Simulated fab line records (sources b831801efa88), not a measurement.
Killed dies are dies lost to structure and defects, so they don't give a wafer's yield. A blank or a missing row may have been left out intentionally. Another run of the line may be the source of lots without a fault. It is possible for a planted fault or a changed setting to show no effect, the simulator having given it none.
fab line records | flow gf180mcu
record: lots: 5 wafers: 15 lastDay: 34
route steps=602 shown V1@349 M2@362
lots that met no fault: from a run of the same line without faults
startH: hours from the record's first day to the start of the lot's first wafer shown | waitH: hours from the lot's prior step to this one | " repeats the value in the row above | L1.1+2: a single row standing in for several wafers | - no value, or no start given | * or withheld: withheld | < > ~ a bound
route shown NAME@n: NAME is a module with steps in the file, n the number in the route of the first one | usual: average and standard deviation across the fault-free wafers | same: alike in all rows | chamber/n: place in a boat | sites: each site's reading | _std_site: their standard deviation | _edge_site: mean of outer sites minus mean of inner sites | radiusMm: for every site, how far away it sits from the centre of the wafer | mask NAME#n: copy n | behind: the last tool/chamber to shape the wafer | hold: the reason the lot was held/the length of the hold in hours/how it ended | device: whichever transistor did not switch (one of n, p or np) | end of line: the tests these same wafers got at the end of their route | step lacking rows: just its recipe | killed: count of dies lost to structure and defects at first sort (not the wafer's yield) | map: a wafer's dies, x killed, . not, _ none there
set.NAME: the run value of the setting; set.NAME@STEP: its run value at that earlier step | model.NAME: the simulator's own value behind a step, which no gauge read
lots seen at some steps along the route; tables by step, rows by wafer
services: when a tool's chamber went out of use (startH, in hours from the record's first day, below 0 if earlier), for how many hours, and the reason
== steps ==
step: GF_V1_CD_MEAS_14
recipe: targetCdNm: 260
usual: cdNm: 260.1/1.2
columns lot.wafer tool chamber startH waitH cdNm
L607.1 cdSem-01 - 403.77 0.1 260.6
L607.2 " - " " 261.5
L607.3 " - " " 261.0
L613.2 cdSem-02 - 483.12 0.1 260.7
L613.5 " - " " 262.6
L613.6 " - " " 260.5
L625.2 cdSem-02 - 569.02 0.1 258.5
L625.3 " - " " 259.1
L625.6 " - " " 259.8
L626.1 cdSem-01 - 576.79 0.1 259.6
L626.2 " - " " 259.7
L626.3 " - " " 259.1
L628.2 cdSem-02 - 586.67 0.1 260.3
L628.3 " - " " 258.2
L628.5 " - " " 261.6
step: GF_V1_OVL_MEAS_15
usual: V1_OVL: 1/6.2
columns lot.wafer tool chamber startH waitH V1_OVL[nm]
L607.1 overlay-01 - 403.89 0.1 -4
L607.2 " - " " -3
L607.3 " - " " 1
L613.2 overlay-02 - 483.22 0.1 2
L613.5 " - " " 6
L613.6 " - " " 1
L625.2 overlay-02 - 569.13 0.1 3
L625.3 " - " " 4
L625.6 " - " " 1
L626.1 overlay-01 - 576.91 0.1 -6
L626.2 " - " " 2
L626.3 " - " " -5
L628.2 overlay-01 - 586.78 0.1 -2
L628.3 " - " " 11
L628.5 " - " " 4
step: GF_V1_ETCH_16
recipe: chemistry: N2/H2 targetDepthA: withheld overetchA: withheld timeS: withheld target: BARC ionEnergyEv: 200 sourceW: 500 biasW: 100 pressureMtorr: 30 n2FlowSccm: 100 h2FlowSccm: 200
step: GF_V1_ETCH_17
recipe: chemistry: C4F8/O2/Ar maskMaterial: KrF target: SiO2 stopOn: TiN sourceW: 1500 biasW: 1200 pressureMtorr: 40 c4f8FlowSccm: withheld O2_flow_sccm: 6 Ar_flow_sccm: 300 timeS: withheld targetDepthA: 6300
usual: oesProductAu: 0.856/0.0049
columns lot.wafer tool chamber startH waitH oesProductAu
L607.1 rieDiel-01 3 - - 0.862
L607.2 " 0 " " 0.848
L607.3 " 1 " " 0.858
L613.2 rieDiel-02 3 - - 0.856
L613.5 " 2 " " 0.844
L613.6 " 3 " " 0.856
L625.2 rieDiel-03 2 - - 0.851
L625.3 " 3 " " 0.858
L625.6 " 3 " " 0.856
L626.1 rieDiel-03 0 - - 0.856
L626.2 " 1 " " 0.861
L626.3 " 3 " " 0.854
L628.2 rieDiel-03 3 - - 0.853
L628.3 " 1 " " 0.852
L628.5 " 2 " " 0.853
step: GF_V1_STRIP_18
recipe: chemistry: O2/N2 powerW: 1400 pressureMtorr: 1500 platenTempC: 250 o2FlowSccm: 3000 n2FlowSccm: 300 overashFraction: 0.5
usual: drypumpMotorCurrentA: 5.7/0.55 heaterPowerW: 330/29 oesProductAu: 0.592/0.0049
columns lot.wafer tool chamber startH waitH drypumpMotorCurrentA heaterPowerW oesProductAu rfHoursCounterH
L607.1 plasmaAsher-01 0 404.05 - 5.6 297 0.593 57
L607.2 " 1 " " 6.1 366 0.591 57
L607.3 " 1 " " 6.1 354 0.595 -
L613.2 plasmaAsher-04 0 483.38 - 5.2 305 0.590 83
L613.5 " 1 " " 5.2 302 0.590 -
L613.6 " 0 " " 5.2 309 0.600 -
L625.2 plasmaAsher-02 0 569.29 - 5.4 341 0.595 16
L625.3 " 1 " " 6.7 368 0.581 -
L625.6 " 1 " " 6.8 371 0.595 -
L626.1 plasmaAsher-01 0 577.08 - 5.6 296 0.596 67
L626.2 " 1 " " 6.1 360 0.589 67
L626.3 " 0 " " 5.6 294 0.590 -
L628.2 plasmaAsher-01 0 586.94 - 5.6 291 0.592 68
L628.3 " 1 " " 6.1 362 0.592 -
L628.5 " 0 " " 5.6 299 0.596 -
step: GF_V1_STRIP_19
recipe: chemistry: postEtchResidueRemover timeS: 1200 tempC: 72.5
step: GF_V1_CLEAN_20
recipe: chemistry: DIW dry: n2Spin
step: GF_V1_SPUTTER_21
recipe: material: Ti targetThkNm: 15 chamberPressurePa: 5 powerW: 2500 substrateTempC: 200 timeS: 80.02
usual: throttleValvePct: 30.1/1
columns lot.wafer tool chamber startH waitH throttleValvePct
L607.1 pvdSputter-01 - 404.62 0.0 30.3
L607.2 " - " " 29.2
L607.3 " - " " 31.7
L613.2 pvdSputter-04 - 484.02 0.0 30.8
L613.5 " - " " 29.2
L613.6 " - " " 29.9
L625.2 pvdSputter-02 - 569.85 0.0 30.1
L625.3 " - " " 30.6
L625.6 " - " " 29.3
L626.1 pvdSputter-01 - 577.64 0.0 31.8
L626.2 " - " " 30.4
L626.3 " - " " 29.1
L628.2 pvdSputter-04 - 587.56 0.0 30.8
L628.3 " - " " 29.0
L628.5 " - " " 28.9
step: GF_V1_SPUTTER_22
recipe: material: TiN targetThkNm: 10 chamberPressurePa: 5 powerW: 4000 timeS: 40
step: GF_V1_CVD_23
recipe: material: W targetThkNm: 350 timeS: 105.05 tempC: 400 pressureTorr: 40
usual: heaterPowerOuterW: 530/94 heaterPowerW: 840/120 susceptorTempC: 400.02/0.25
columns lot.wafer tool chamber startH waitH heaterPowerOuterW heaterPowerW susceptorTempC
L607.1 cvdW-01 1 404.72 0.0 646 1004 400.08
L607.2 " 0 " " 449 748 400.11
L607.3 " 0 " " 451 746 400.18
L613.2 cvdW-01 0 484.12 0.0 457 747 399.67
L613.5 " 1 " " 655 974 400.07
L613.6 " 0 " " 463 751 400.18
L625.2 cvdW-02 1 569.95 0.0 421 703 400.46
L625.3 " 0 " " 550 864 400.01
L625.6 " 1 " " 426 679 400.37
L626.1 cvdW-01 0 577.74 0.0 459 766 400.25
L626.2 " 1 " " 659 1006 400.13
L626.3 " 0 " " 472 752 399.98
L628.2 cvdW-01 0 587.66 0.0 467 788 399.90
L628.3 " 0 " " 461 749 400.20
L628.5 " 1 " " 643 1000 400.45
step: GF_V1_RS_MEAS_24
recipe: thkMeasGauge: four-point-probe reads: W_of_V1_CVD_23+TiN_of_V1_SPUTTER_22+Ti_of_V1_SPUTTER_21
usual: V1_W_RS: 0.329/0.0036
columns lot.wafer tool chamber startH waitH V1_W_RS[ohm/sq]
L607.1 filmMetro-04 - 404.83 0.1 0.326
L607.2 " - " " 0.331
L607.3 " - " " 0.335
L613.2 filmMetro-02 - 484.26 0.1 0.324
L613.5 " - " " 0.321
L613.6 " - " " 0.325
L625.2 filmMetro-03 - 570.08 0.1 0.327
L625.3 " - " " 0.332
L625.6 " - " " 0.323
L626.1 filmMetro-03 - 577.86 0.1 0.323
L626.2 " - " " 0.329
L626.3 " - " " 0.326
L628.2 filmMetro-04 - 587.79 0.1 0.327
L628.3 " - " " 0.331
L628.5 " - " " 0.329
step: GF_V1_THK_MEAS_25
recipe: thkMeasGauge: xrf reads: W_of_V1_CVD_23
usual: V1_W_THK: 342/4.7
columns lot.wafer tool chamber startH waitH V1_W_THK[nm]
L607.1 filmMetro-04 - 404.95 0.1 346
L607.2 " - " " 343
L607.3 " - " " 338
L613.2 filmMetro-02 - 484.37 0.1 343
L613.5 " - " " 346
L613.6 " - " " 344
L625.2 filmMetro-03 - 570.19 0.1 342
L625.3 " - " " 339
L625.6 " - " " 344
L626.1 filmMetro-03 - 577.98 0.1 346
L626.2 " - " " 339
L626.3 " - " " 342
L628.2 filmMetro-04 - 587.90 0.1 347
L628.3 " - " " 348
L628.5 " - " " 349
step: GF_V1_CMP_26
recipe: stopOn: SiO2 downForcePsi: 3.5 platenRpm: 60 tOverpolishS: 15 targetThkNm: 0 padVelocityMS: 0.94248
usual: headPressurePsi: 3.500/0.0078 motorCurrentA: 11.3/1.2 overpolishRunS: 15.000/0.0086 timeToEndpointS: 86/3.1
columns lot.wafer tool chamber startH waitH headPressurePsi motorCurrentA overpolishRunS timeToEndpointS
L607.3 cmp-01 0 405.01 0.0 3.499 11.5 15.005 85
L607.1 " 2 " " 3.502 9.5 14.999 89
L607.2 " 3 " " 3.493 10.3 14.991 86
L613.2 cmp-02 2 484.47 0.1 3.499 11.5 15.017 87
L613.5 " 1 " " 3.500 13.4 14.998 92
L613.6 " 2 " " 3.504 11.5 15.008 89
L625.3 cmp-01 3 570.29 0.1 3.509 10.0 15.006 84
L625.2 " 0 " " 3.505 11.9 14.989 84
L625.6 " 2 " " 3.493 9.4 15.010 86
L626.1 cmp-02 1 578.04 0.1 3.479 13.7 14.994 92
L626.3 " 2 " " 3.495 11.2 14.998 92
L626.2 " 3 " " 3.509 12.3 0.037 129
L628.3 cmp-01 1 588.00 0.1 3.485 10.7 14.998 87
L628.2 " 2 " " 3.509 10.1 15.016 88
L628.5 " 1 " " 3.496 10.6 15.015 87
step: GF_M2_SPUTTER_00
recipe: material: Ti targetThkNm: 37.5 arrivingIonEnergyEv: 80 substrateTempC: 200 chamberPressurePa: 2 powerW: 4000 timeS: 150
usual: throttleValvePct: 30.1/1.1
columns lot.wafer tool chamber startH waitH throttleValvePct
L607.1 pvdSputter-03 - 405.31 0.1 29.8
L607.2 " - " " 29.4
L607.3 " - " " 28.9
L613.2 pvdSputter-01 - 484.72 0.2 30.5
L613.5 " - " " 29.3
L613.6 " - " " 30.7
L625.2 pvdSputter-04 - 570.54 0.1 30.2
L625.3 " - " " 30.8
L625.6 " - " " 30.1
L626.1 pvdSputter-04 - 578.34 0.2 30.7
L626.3 " - " " 30.3
L628.2 pvdSputter-03 - 588.25 0.1 31.6
L628.3 " - " " 29.0
L628.5 " - " " 29.7
== services ==
columns tool chamber startH hours kind
rieDiel-02 2 383.98 2.6 repair
plasmaAsher-02 - 385.01 4.6 repair
plasmaAsher-04 - 388.78 1.6 repair
cmp-02 - 389.79 3.3 pm
cvdW-02 - 390.00 14.0 pm
cmp-02 - 404.23 4.0 pm
pvdSputter-01 - 405.16 5.3 repair
cmp-02 - 407.11 0.5 repair
plasmaAsher-01 - 419.90 82.0 repair
cmp-02 - 428.32 0.6 repair
plasmaAsher-01 - 433.30 3.2 repair
cmp-01 - 438.27 1.6 repair
cmp-01 - 445.32 0.9 repair
cvdW-01 1 462.28 4.4 repair
pvdSputter-04 - 467.62 11.1 repair
plasmaAsher-01 - 508.93 2.8 repair
pvdSputter-04 - 518.63 1.4 repair
cvdW-01 0 523.98 5.2 repair
pvdSputter-03 - 536.65 5.2 repair
rieDiel-03 3 554.04 4.6 repair
cmp-01 - 572.00 4.0 pm
rieDiel-03 - 572.38 1.0 repair
cmp-01 - 575.52 11.9 repair
pvdSputter-01 - 584.88 11.2 repair
== key ==
firstSign: step: GF_V1_CMP_26 reading: overpolishRunS direction: down sigmas: 99+ usual: 15.000 struck: 0.037
effect: step: GF_V1_CMP_26 reading: timeToEndpointS direction: up sigmas: 14 usual: * struck: *
metAt GF_V1_CMP_26
struckWafers L626.2
laterRowsLeftOut L626.2
sortLeftOut L626.2
onsetBetween 484.47 578.04
fault: kind: processParameterDrift tool: cmp-02 chamber: - onsetH: 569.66 steps: GF_V1_CMP_26 channel: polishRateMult offset: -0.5 shape: step endH: 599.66 scope: struckWafersOnly
sortLeftOut: the simulated sort isn't trusted on such a fault, so these wafers' sort isn't shown, and their yield isn't known
laterRowsLeftOut: the simulator's readings of these wafers behind a module that went badly wrong aren't trusted and aren't shown, but for the sort
